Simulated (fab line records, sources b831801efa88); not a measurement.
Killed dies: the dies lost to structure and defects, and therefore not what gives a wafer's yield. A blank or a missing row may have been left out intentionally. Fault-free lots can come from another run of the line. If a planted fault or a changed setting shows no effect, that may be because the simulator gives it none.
fab line records	flow sky130
record lots=13	wafers=39	last-day=50
route steps=708 shown SD_N@353 LI_CONTACT@374 CONTACT@430 PAD_OPEN@708
lots with no fault: from the same line, run without faults
start-h: hours from the record's opening day to when the first of the lot's shown wafers began	wait-h: time in hours since the lot's previous step	" repeats the value in the row above	L1.1+2: one row covering several wafers at once	- no value, or no start given	* or withheld: withheld	< > ~ a bound
route shown NAME@n: names a module that has steps shown in the file, with the first one's number in the route	usual: mean and standard deviation over wafers with no fault	same: alike in all rows	chamber/n: place in a boat	sites: readings site by site	_std_site: standard deviation across them	_edge_site: mean of outer sites minus mean of inner sites	radius-mm: for every site, how far away it sits from the centre of the wafer	mask NAME#n: copy n	behind: the last tool/chamber to shape the wafer	hold: the reason the lot was held/the length of the hold in hours/how it ended	device: the transistor (n, p or np) that didn't switch	end of line: the route-end tests of the same wafers	step lacking rows: just its recipe	killed: count of dies lost to structure and defects at first sort (not the wafer's yield)	map: a wafer's dies, marking killed ones x, the rest . and places with no die _
set.NAME: the setting as run; set.NAME@STEP: as run at that earlier step	model.NAME: the simulator's own value behind a step, which no gauge read
one table for each step of the route and one row for each wafer, over a sample of lots
services: the hour from which a tool's chamber was out of use, counted from the record's first day as start-h (under 0 if before that day), plus the number of hours and why
## steps
# step SKY_SD_N_STRIP_11
# recipe chemistry=O2/N2	power-w=1400	pressure-mtorr=1500	platen-temp-c=withheld	o2-flow-sccm=3072	n2-flow-sccm=300	overash-fraction=0.5
# usual drypump-motor-current-A=5.6/0.5	oes-product-au=0.528/0.0045	strip-time-to-endpoint-s=22.51/0.041
# same overash-fraction=0.5
lot.wafer	tool	chamber	start-h	wait-h	drypump-motor-current-A	oes-product-au	rf-hours-counter-h	strip-time-to-endpoint-s
L326.1	plasma-asher-02	1	655.62	0.1	5.6	0.534	23	22.51
L326.4	"	1	"	"	5.5	0.530	-	22.49
L326.6	"	1	"	"	5.6	0.531	-	22.55
L327.1	plasma-asher-02	1	668.41	0.1	5.5	0.526	25	22.56
L327.3	"	1	"	"	5.6	0.529	-	22.56
L327.4	"	0	"	"	4.9	0.520	-	22.59
L332.1	plasma-asher-03	0	712.15	0.1	6.0	0.530	103	22.61
L332.3	"	0	"	"	6.0	0.525	-	22.56
L332.6	"	0	"	"	6.0	0.528	-	22.59
L333.2	plasma-asher-03	0	717.35	0.1	6.0	0.529	104	22.49
L333.5	"	1	"	"	5.9	0.532	-	22.49
L333.6	"	0	"	"	6.0	0.529	-	22.50
L334.1	plasma-asher-01	0	725.27	0.1	4.9	0.538	93	22.51
L334.2	"	1	"	"	6.1	0.533	93	22.48
L334.5	"	1	"	"	6.1	0.540	-	22.54
L336.3	plasma-asher-01	1	743.46	0.1	6.1	0.521	-	22.54
L336.4	"	0	"	"	4.9	0.533	-	22.50
L336.5	"	1	"	"	6.1	0.531	-	22.52
L337.1	plasma-asher-03	1	745.46	0.1	5.9	0.523	0	22.53
L337.2	"	0	"	"	6.0	0.526	0	22.50
L337.6	"	0	"	"	6.0	0.536	-	22.49
L338.2	plasma-asher-01	0	755.07	0.1	4.9	0.523	96	22.49
L338.3	"	1	"	"	6.1	0.525	-	22.50
L338.6	"	1	"	"	6.1	0.536	-	22.51
L344.1	plasma-asher-03	1	797.69	0.1	5.9	0.529	5	22.54
L344.3	"	1	"	"	5.9	0.526	-	22.49
L344.4	"	0	"	"	6.0	0.521	-	22.52
L345.3	plasma-asher-02	1	803.66	0.1	5.5	0.524	-	22.52
L345.5	"	1	"	"	5.5	0.530	-	22.49
L345.6	"	0	"	"	4.9	0.526	-	22.56
L346.1	plasma-asher-03	1	814.10	0.1	5.9	0.529	7	22.58
L346.4	"	1	"	"	5.9	0.521	-	22.53
L346.6	"	0	"	"	6.0	0.529	-	22.54
L347.1	plasma-asher-01	0	819.62	0.1	4.9	0.526	102	22.48
L347.3	"	0	"	"	4.9	0.526	-	22.49
L347.6	"	0	"	"	4.9	0.530	-	22.42
L348.2	plasma-asher-01	0	830.40	0.1	4.8	0.520	103	22.57
L348.3	"	1	"	"	6.1	0.527	-	22.54
L348.4	"	0	"	"	4.9	0.524	-	22.56
# step SKY_LI_CONTACT_CD_MEAS_12
# recipe target-cd-nm=170
# usual cd-nm=169.8/1.5
lot.wafer	tool	chamber	start-h	wait-h	cd-nm
L326.1	cd-sem-02	-	685.90	-	170.7
L326.4	"	-	"	"	171.3
L326.6	"	-	"	"	171.8
L327.1	cd-sem-02	-	697.95	-	168.3
L327.3	"	-	"	"	168.6
L327.4	"	-	"	"	168.8
L332.1	cd-sem-02	-	741.37	-	169.3
L332.3	"	-	"	"	169.6
L332.6	"	-	"	"	170.1
L333.2	cd-sem-02	-	746.12	-	167.9
L333.5	"	-	"	"	168.7
L333.6	"	-	"	"	167.6
L334.1	cd-sem-01	-	753.85	-	170.2
L334.2	"	-	"	"	170.7
L334.5	"	-	"	"	169.4
L336.3	cd-sem-02	-	771.84	-	172.6
L336.4	"	-	"	"	174.0
L336.5	"	-	"	"	171.8
L337.1	cd-sem-02	-	774.05	-	171.0
L337.2	"	-	"	"	171.9
L337.6	"	-	"	"	171.6
L338.2	cd-sem-01	-	783.29	-	169.1
L338.3	"	-	"	"	168.9
L338.6	"	-	"	"	170.3
L344.1	cd-sem-01	-	825.35	-	169.6
L344.3	"	-	"	"	170.2
L344.4	"	-	"	"	169.1
L345.3	cd-sem-01	-	831.29	-	167.8
L345.5	"	-	"	"	167.8
L345.6	"	-	"	"	167.3
L346.1	cd-sem-01	-	840.67	-	168.2
L346.4	"	-	"	"	168.7
L346.6	"	-	"	"	168.0
L347.1	cd-sem-01	-	848.15	-	166.5
L347.3	"	-	"	"	169.7
L347.6	"	-	"	"	167.6
L348.2	cd-sem-01	-	857.92	-	171.9
L348.3	"	-	"	"	169.8
L348.4	"	-	"	"	171.8
# step SKY_LI_CONTACT_ETCH_14
# recipe chemistry=N2/H2	target=BARC	ion-energy-ev=200	source-w=500	bias-w=100	pressure-mtorr=30	n2-flow-sccm=100	h2-flow-sccm=200	stop-on=SiO2	time-s=45.9	target-depth-a=600
# usual drypump-motor-current-A=5.9/0.56	oes-product-au=0.855/0.005	throttle-valve-pct=13.225/0.0099
lot.wafer	tool	chamber	start-h	wait-h	drypump-motor-current-A	oes-product-au	rf-hours-counter-h	throttle-valve-pct
L326.1	rie-diel-01	0	686.05	0.0	6.1	0.855	6	13.218
L326.4	"	0	"	"	6.2	0.851	-	13.205
L326.6	"	1	"	"	5.1	0.843	-	13.227
L327.1	rie-diel-03	0	698.10	0.0	5.7	0.859	9	13.224
L327.3	"	3	"	"	5.3	0.861	2	13.233
L327.4	"	2	"	"	5.7	0.859	0	13.238
L332.1	rie-diel-01	3	741.53	0.0	6.5	0.853	40	13.212
L332.3	"	1	"	"	5.1	0.848	1	13.224
L332.6	"	0	"	"	6.1	0.858	-	13.223
L333.2	rie-diel-01	3	746.25	0.0	6.5	0.852	40	13.219
L333.5	"	0	"	"	6.1	0.860	-	13.242
L333.6	"	3	"	"	6.5	0.852	-	13.236
L334.1	rie-diel-01	0	754.00	0.0	6.1	0.855	8	13.237
L334.2	"	1	"	"	5.2	0.849	1	13.247
L334.5	"	3	"	"	6.5	0.852	-	13.221
L336.3	rie-diel-01	3	771.96	0.0	6.5	0.852	41	13.231
L336.4	"	2	"	"	6.7	0.854	17	13.245
L336.5	"	2	"	"	6.7	0.853	-	13.239
L337.1	rie-diel-02	0	774.21	0.0	6.4	0.853	6	13.229
L337.2	"	2	"	"	5.7	0.860	7	13.240
L337.6	"	0	"	"	6.4	0.851	-	13.240
L338.2	rie-diel-03	3	783.43	0.0	5.2	0.861	3	13.231
L338.3	"	2	"	"	5.7	0.856	2	13.214
L338.6	"	3	"	"	5.3	0.846	-	13.234
L344.1	rie-diel-02	1	825.50	0.0	5.0	0.856	16	13.241
L344.3	"	2	"	"	5.7	0.858	9	13.221
L344.4	"	0	"	"	6.3	0.859	8	13.230
L345.3	rie-diel-01	2	831.40	0.0	6.7	0.850	20	13.225
L345.5	"	2	"	"	6.7	0.848	-	13.222
L345.6	"	3	"	"	6.5	0.855	-	13.221
L346.1	rie-diel-01	0	840.83	0.0	6.1	0.860	10	13.223
L346.4	"	3	"	"	6.5	0.853	1	13.227
L346.6	"	1	"	"	5.2	0.859	-	13.230
L347.1	rie-diel-03	0	848.30	0.0	5.7	0.853	12	13.233
L347.3	"	1	"	"	6.1	0.855	14	13.223
L347.6	"	3	"	"	5.2	0.864	-	13.226
L348.2	rie-diel-02	3	858.05	0.0	5.4	0.851	21	13.200
L348.3	"	1	"	"	5.0	0.861	17	13.227
L348.4	"	2	"	"	5.7	0.860	10	13.243
# step SKY_CONTACT_CVD_24
# recipe material=W	target-thk-nm=340	time-s=102.12	temp-c=400	pressure-torr=40
# usual heater-power-w=901/100	susceptor-temp-C=399.98/0.26
lot.wafer	tool	chamber	start-h	wait-h	heater-power-w	susceptor-temp-C
L326.1	cvd-w-01	0	745.32	0.0	956	399.96
L326.4	"	1	"	"	809	400.11
L326.6	"	1	"	"	795	399.79
L327.1	cvd-w-02	0	758.95	0.0	780	400.08
L327.3	"	0	"	"	769	399.80
L327.4	"	1	"	"	1051	399.85
L332.1	cvd-w-01	0	798.66	0.0	977	399.63
L332.3	"	0	"	"	972	399.61
L332.6	"	0	"	"	968	399.55
L333.2	cvd-w-01	0	804.62	0.0	987	399.87
L333.5	"	1	"	"	811	400.17
L333.6	"	0	"	"	965	400.02
L334.1	cvd-w-01	1	811.14	0.0	802	400.06
L334.2	"	0	"	"	991	399.84
L334.5	"	1	"	"	807	399.79
L336.3	cvd-w-01	0	828.40	0.1	986	399.95
L336.4	"	1	"	"	804	399.88
L336.5	"	0	"	"	989	399.73
L337.1	cvd-w-02	0	830.77	0.0	794	400.50
L337.2	"	1	"	"	1053	400.00
L337.6	"	1	"	"	1055	399.85
L338.2	cvd-w-02	1	838.97	0.0	1062	399.94
L338.3	"	1	"	"	1025	399.88
L338.6	"	1	"	"	1052	400.00
L344.1	cvd-w-01	1	880.91	0.0	805	399.96
L344.3	"	1	"	"	851	399.92
L344.4	"	0	"	"	950	400.31
L345.3	cvd-w-01	1	887.59	0.1	817	399.52
L345.5	"	1	"	"	819	400.09
L345.6	"	0	"	"	984	400.12
L346.1	cvd-w-01	1	896.42	0.0	823	399.72
L346.4	"	0	"	"	958	399.91
L346.6	"	0	"	"	996	399.39
L347.1	cvd-w-01	0	904.07	0.0	961	399.86
L347.3	"	0	"	"	975	399.98
L347.6	"	0	"	"	975	400.37
L348.2	cvd-w-01	0	913.62	0.0	980	400.37
L348.3	"	0	"	"	959	400.20
L348.4	"	1	"	"	831	399.95
# step SKY_CONTACT_RS_MEAS_25
# recipe thk-meas-gauge=four-point-probe	reads=W_of_CONTACT_CVD_24+TiN_of_CONTACT_SPUTTER_23
# usual CONTACT_W_RS=0.339/0.0048
lot.wafer	tool	chamber	start-h	wait-h	CONTACT_W_RS[ohm/sq]
L326.1	film-metro-03	-	745.43	0.1	0.336
L326.4	"	-	"	"	0.341
L326.6	"	-	"	"	0.345
L327.1	film-metro-03	-	759.06	0.1	0.341
L327.3	"	-	"	"	0.337
L327.4	"	-	"	"	0.339
L332.1	film-metro-03	-	798.77	0.1	0.334
L332.3	"	-	"	"	0.333
L332.6	"	-	"	"	0.330
L333.2	film-metro-03	-	804.75	0.1	0.326
L333.5	"	-	"	"	0.333
L333.6	"	-	"	"	0.332
L334.1	film-metro-04	-	811.25	0.1	0.449
L334.2	"	-	"	"	0.434
L334.5	"	-	"	"	0.449
L336.3	film-metro-03	-	828.51	0.1	0.445
L336.4	"	-	"	"	0.459
L336.5	"	-	"	"	0.446
L337.1	film-metro-03	-	830.88	0.1	0.340
L337.2	"	-	"	"	0.345
L337.6	"	-	"	"	0.337
L338.2	film-metro-02	-	839.10	0.1	0.338
L338.3	"	-	"	"	0.343
L338.6	"	-	"	"	0.342
L344.1	film-metro-02	-	881.02	0.1	0.338
L344.3	"	-	"	"	0.340
L344.4	"	-	"	"	0.335
L345.3	film-metro-04	-	887.70	0.1	0.340
L345.5	"	-	"	"	0.344
L345.6	"	-	"	"	0.334
L346.1	film-metro-03	-	896.53	0.1	0.338
L346.4	"	-	"	"	0.337
L346.6	"	-	"	"	0.329
L347.1	film-metro-02	-	904.18	0.1	0.333
L347.3	"	-	"	"	0.334
L347.6	"	-	"	"	0.335
L348.2	film-metro-03	-	913.75	0.1	0.333
L348.3	"	-	"	"	0.332
L348.4	"	-	"	"	0.340
# step SKY_CONTACT_THK_MEAS_26
# recipe thk-meas-gauge=xrf	reads=W_of_CONTACT_CVD_24
# usual CONTACT_W_THK=342/5
lot.wafer	tool	chamber	start-h	wait-h	CONTACT_W_THK[nm]
L326.1	film-metro-03	-	745.55	0.1	344
L326.4	"	-	"	"	340
L326.6	"	-	"	"	337
L327.1	film-metro-03	-	759.18	0.1	341
L327.3	"	-	"	"	344
L327.4	"	-	"	"	343
L332.1	film-metro-03	-	798.89	0.1	345
L332.3	"	-	"	"	346
L332.6	"	-	"	"	348
L333.2	film-metro-03	-	804.86	0.1	354
L333.5	"	-	"	"	346
L333.6	"	-	"	"	346
L334.1	film-metro-04	-	811.37	0.1	260
L334.2	"	-	"	"	271
L334.5	"	-	"	"	261
L336.3	film-metro-03	-	828.61	0.1	259
L336.4	"	-	"	"	252
L336.5	"	-	"	"	259
L337.1	film-metro-03	-	831.00	0.1	338
L337.2	"	-	"	"	335
L337.6	"	-	"	"	341
L338.2	film-metro-02	-	839.21	0.1	343
L338.3	"	-	"	"	340
L338.6	"	-	"	"	339
L344.1	film-metro-02	-	881.14	0.1	342
L344.3	"	-	"	"	340
L344.4	"	-	"	"	343
L345.3	film-metro-04	-	887.80	0.1	341
L345.5	"	-	"	"	340
L345.6	"	-	"	"	349
L346.1	film-metro-03	-	896.65	0.1	341
L346.4	"	-	"	"	342
L346.6	"	-	"	"	352
L347.1	film-metro-02	-	904.30	0.1	348
L347.3	"	-	"	"	347
L347.6	"	-	"	"	345
L348.2	film-metro-03	-	913.86	0.1	347
L348.3	"	-	"	"	348
L348.4	"	-	"	"	338
# step SKY_CONTACT_CMP_27
# recipe stop-on=SiO2	t-overpolish-s=15	down-force-psi=3.5	platen-rpm=60	target-thk-nm=0	pad-velocity-m-s=0.94248
# usual motor-current-A=11.4/0.99	time-to-endpoint-s=81.4/2.8
lot.wafer	tool	chamber	start-h	wait-h	motor-current-A	time-to-endpoint-s
L326.1	cmp-01	3	745.87	0.3	12.7	81.5
L326.4	"	2	"	"	10.6	78.0
L326.6	"	0	"	"	11.7	76.4
L327.1	cmp-01	3	759.24	0.1	12.5	75.5
L327.3	"	1	"	"	11.6	79.6
L327.4	"	2	"	"	11.0	75.4
L332.1	cmp-02	2	799.00	0.1	9.3	80.7
L332.3	"	0	"	"	12.4	80.8
L332.6	"	1	"	"	12.5	83.9
L333.2	cmp-02	1	805.01	0.1	12.8	81.3
L333.6	"	3	"	"	11.9	81.1
L333.5	"	0	"	"	12.1	82.2
L334.1	cmp-01	0	811.48	0.1	11.5	64.2
L334.2	"	2	"	"	10.9	67.2
L334.5	"	3	"	"	12.7	63.8
L336.3	cmp-02	3	828.65	0.0	11.8	62.5
L336.4	"	0	"	"	11.8	59.0
L336.5	"	3	"	"	11.3	62.6
L337.1	cmp-01	2	831.16	0.1	10.6	76.8
L337.2	"	3	"	"	12.4	82.1
L337.6	"	1	"	"	11.2	78.7
L338.3	cmp-02	2	839.26	0.0	9.6	79.3
L338.2	"	3	"	"	11.0	80.5
L338.6	"	3	"	"	11.1	79.8
L344.1	cmp-02	0	881.20	0.1	12.1	83.5
L344.4	"	1	"	"	12.3	85.6
L344.3	"	3	"	"	11.5	80.8
L345.3	cmp-01	3	887.89	0.1	13.1	85.2
L345.5	"	2	"	"	11.3	84.2
L345.6	"	3	"	"	12.2	88.4
L346.1	cmp-01	3	896.71	0.1	12.9	81.3
L346.4	"	1	"	"	11.6	83.8
L346.6	"	3	"	"	12.3	87.5
L347.1	cmp-02	3	904.41	0.1	11.5	81.7
L347.3	"	0	"	"	12.6	83.7
L347.6	"	2	"	"	9.7	82.3
L348.3	cmp-02	0	913.91	0.0	12.1	86.3
L348.2	"	1	"	"	11.4	86.8
L348.4	"	3	"	"	11.2	82.4
# step SKY_PAD_OPEN_PROBE_99
# usual killed_at_M0_to_M3=44/6.2	killed_at_M4_up=3.3/1.7	killed-at-contacts=24/4.9	killed-at-front-end=16/5	killed-at-other=0.3/0.48	killed-dies=88/9	killed-on-rim=17/3.7	killed-open=48/7	killed-short=39/6.1
# same gross-dies=492	killed-at-back-side=0
lot.wafer	tool	chamber	start-h	wait-h	killed_at_M0_to_M3	killed_at_M4_up	killed-at-contacts	killed-at-front-end	killed-at-other	killed-dies	killed-on-rim	killed-open	killed-short
L336.3	prober-02	-	1142.99	0.2	46	4	18	13	0	81	15	48	33
L336.4	prober-02	-	1143.04	0.2	38	4	26	26	1	95	19	61	34
L336.5	prober-02	-	1143.09	0.2	51	1	25	20	1	98	14	53	44
L338.2	prober-02	-	1150.49	0.1	43	0	25	9	0	77	12	37	40
L338.3	prober-02	-	1150.54	0.2	32	3	26	13	0	74	17	39	35
L338.6	prober-02	-	1150.69	0.2	47	3	29	16	0	95	23	56	39
L344.1	prober-02	-	1188.32	0.1	56	4	35	18	0	113	30	55	56
L345.3	prober-01	-	1189.13	0.2	51	1	33	16	1	102	19	56	46
L345.5	prober-01	-	1189.23	0.2	49	6	19	10	0	84	9	46	38
L345.6	prober-01	-	1189.28	0.2	47	4	23	20	0	94	18	55	37
L346.1	prober-02	-	1189.82	0.1	45	5	25	12	1	88	12	50	37
L346.4	prober-02	-	1189.97	0.2	48	2	26	15	0	91	16	48	43
L346.6	prober-02	-	1190.07	0.2	49	5	24	15	0	93	12	46	47
L347.1	prober-01	-	1197.19	0.1	51	1	29	14	0	95	23	48	46
L347.3	prober-01	-	1197.29	0.2	39	6	33	9	0	87	19	46	41
L347.6	prober-01	-	1197.44	0.2	40	4	30	18	0	92	18	47	45
# killed by level:class
L336.3 VIA1:geometric-particle:open=15 METAL1:geometric-particle:short=7 CONTACT:geometric-particle:open=6 POLY_GATE:geometric-particle:short=5 VIA2:geometric-particle:open=5 VIA3:geometric-particle:open=5 FIELD_ISO:geometric-particle:open=4 LI_CONTACT:geometric-particle:open=4
L336.4 VIA1:geometric-particle:open=9 VIA2:geometric-particle:open=9 FIELD_ISO:geometric-particle:open=8 CONTACT:geometric-particle:open=8 POLY_GATE:geometric-particle:open=7 VIA3:geometric-particle:open=7 LI_CONTACT:geometric-particle:open=6 FIELD_ISO:geometric-particle:short=5
L336.5 VIA1:geometric-particle:open=10 VIA3:geometric-particle:open=9 CONTACT:geometric-particle:open=8 VIA2:geometric-particle:open=6 METAL2:geometric-particle:short=6 FIELD_ISO:geometric-particle:open=5 FIELD_ISO:geometric-particle:short=5 LI_CONTACT:geometric-particle:short=4
L338.2 CONTACT:geometric-particle:open=11 VIA1:geometric-particle:open=10 METAL1:geometric-particle:short=8 LOCAL_INTERCONNECT:geometric-particle:short=6 VIA1:geometric-particle:short=6 VIA2:geometric-particle:open=5 CONTACT:geometric-particle:short=4 VIA3:geometric-particle:open=4
L338.3 CONTACT:geometric-particle:open=16 METAL2:geometric-particle:short=6 VIA3:geometric-particle:open=6 METAL1:geometric-particle:short=5 CONTACT:geometric-particle:short=4 VIA1:geometric-particle:open=4 FIELD_ISO:geometric-particle:open=3 FIELD_ISO:geometric-particle:short=3
L338.6 VIA1:geometric-particle:open=15 CONTACT:geometric-particle:open=9 LI_CONTACT:geometric-particle:open=8 CONTACT:geometric-particle:short=6 METAL1:geometric-particle:short=6 FIELD_ISO:geometric-particle:open=5 VIA1:geometric-particle:short=5 VIA3:geometric-particle:open=5
L344.1 CONTACT:geometric-particle:open=13 VIA1:geometric-particle:short=11 METAL1:geometric-particle:short=10 LI_CONTACT:geometric-particle:open=9 VIA1:geometric-particle:open=8 FIELD_ISO:geometric-particle:open=7 CONTACT:geometric-particle:short=7 METAL2:geometric-particle:short=6
L345.3 VIA1:geometric-particle:open=13 FIELD_ISO:geometric-particle:open=11 CONTACT:geometric-particle:open=10 LI_CONTACT:geometric-particle:open=9 METAL1:geometric-particle:short=7 VIA1:geometric-particle:short=6 VIA3:geometric-particle:open=6 VIA3:geometric-particle:short=5
L345.5 VIA1:geometric-particle:open=14 CONTACT:geometric-particle:open=9 METAL1:geometric-particle:short=6 VIA3:geometric-particle:open=6 VIA1:geometric-particle:short=5 VIA2:geometric-particle:open=5 VIA3:geometric-particle:short=4 METAL4:geometric-particle:short=4
L345.6 VIA1:geometric-particle:open=15 CONTACT:geometric-particle:open=10 FIELD_ISO:geometric-particle:open=9 VIA2:geometric-particle:open=7 CONTACT:geometric-particle:short=6 VIA1:geometric-particle:short=6 METAL3:geometric-particle:short=4 VIA3:geometric-particle:open=4
L346.1 CONTACT:geometric-particle:open=11 VIA1:geometric-particle:open=8 LI_CONTACT:geometric-particle:open=6 VIA2:geometric-particle:open=6 VIA3:geometric-particle:open=6 METAL1:geometric-particle:short=5 VIA1:geometric-particle:short=5 METAL2:geometric-particle:short=5
L346.4 VIA1:geometric-particle:open=13 CONTACT:geometric-particle:open=12 METAL2:geometric-particle:short=9 METAL3:geometric-particle:short=6 LI_CONTACT:geometric-particle:short=5 POLY_GATE:geometric-particle:open=5 VIA1:geometric-particle:short=5 VIA2:geometric-particle:open=5
L346.6 VIA1:geometric-particle:open=10 VIA1:geometric-particle:short=9 LI_CONTACT:geometric-particle:open=7 VIA2:geometric-particle:open=7 CONTACT:geometric-particle:short=7 METAL2:geometric-particle:short=7 VIA3:geometric-particle:open=7 FIELD_ISO:geometric-particle:open=6
L347.1 VIA1:geometric-particle:open=21 CONTACT:geometric-particle:open=10 METAL1:geometric-particle:short=10 LI_CONTACT:geometric-particle:open=7 LOCAL_INTERCONNECT:geometric-particle:short=6 FIELD_ISO:geometric-particle:short=5 CONTACT:geometric-particle:short=5 METAL2:geometric-particle:short=5
L347.3 CONTACT:geometric-particle:open=12 VIA1:geometric-particle:open=10 CONTACT:geometric-particle:short=7 LI_CONTACT:geometric-particle:open=6 LI_CONTACT:geometric-particle:short=5 VIA3:geometric-particle:open=5 METAL2:geometric-particle:short=4 VIA2:geometric-particle:short=4
L347.6 LI_CONTACT:geometric-particle:open=10 CONTACT:geometric-particle:open=8 VIA3:geometric-particle:open=7 FIELD_ISO:geometric-particle:short=6 VIA1:geometric-particle:open=6 VIA1:geometric-particle:short=5 LOCAL_INTERCONNECT:geometric-particle:short=5 VIA3:geometric-particle:short=5
## services
tool	chamber	start-h	hours	kind
rie-diel-01	0	633.00	27.1	repair
cvd-w-01	1	635.72	9.9	repair
cmp-02	-	644.44	1.9	repair
cmp-02	-	648.02	1.2	repair
cmp-01	-	657.61	2.8	repair
cmp-01	-	658.41	3.7	repair
rie-diel-01	2	670.95	16.0	repair
cmp-01	-	676.02	1.6	repair
cmp-01	-	726.77	2.1	repair
cmp-02	-	739.39	1.2	repair
cmp-02	-	740.82	0.4	repair
cmp-02	-	744.00	4.0	pm
cmp-02	-	751.46	6.3	pm
cmp-01	-	762.72	8.1	pm
cvd-w-01	-	774.73	0.7	repair
cmp-02	-	784.70	2.3	repair
cmp-02	-	788.88	1.8	repair
rie-diel-01	-	792.92	1.2	repair
rie-diel-01	0	811.80	5.9	repair
cvd-w-01	1	816.50	5.7	repair
cvd-w-01	-	830.44	5.0	repair
rie-diel-01	-	841.35	0.4	repair
cvd-w-01	1	842.17	4.9	repair
rie-diel-01	1	892.57	3.4	repair
## key
first-sign step=SKY_CONTACT_RS_MEAS_25	reading=CONTACT_W_RS	direction=up	sigmas=22	usual=0.339	struck=0.447
effect step=SKY_CONTACT_THK_MEAS_26	reading=CONTACT_W_THK	direction=down	sigmas=16	usual=342	struck=260
effect step=SKY_CONTACT_CMP_27	reading=time-to-endpoint-s	direction=down	sigmas=6.5	usual=*	struck=*
met-at SKY_CONTACT_CVD_24
struck-lots L334,L336
tester-left-out L334,L336
not-acting-at SKY_SD_N_STRIP_11,SKY_LI_CONTACT_CD_MEAS_12,SKY_LI_CONTACT_ETCH_14
onset-between 804.62 811.14
fault kind=process-parameter-drift	tool=cvd-w-01	chamber=-	onset-h=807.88	steps=SKY_CONTACT_CVD_24	channel=target-thk-nm	offset=-81.925	shape=step	end-h=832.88	acts-in=these-recipes-only	stated=340
# tester-left-out: of these lots the tester's yield and bins aren't shown, on N5 and GAA mostly nor the transistor test; their killed dies are dies lost to structure and defects alone, not to doping, threshold or leakage, so they don't give the yield
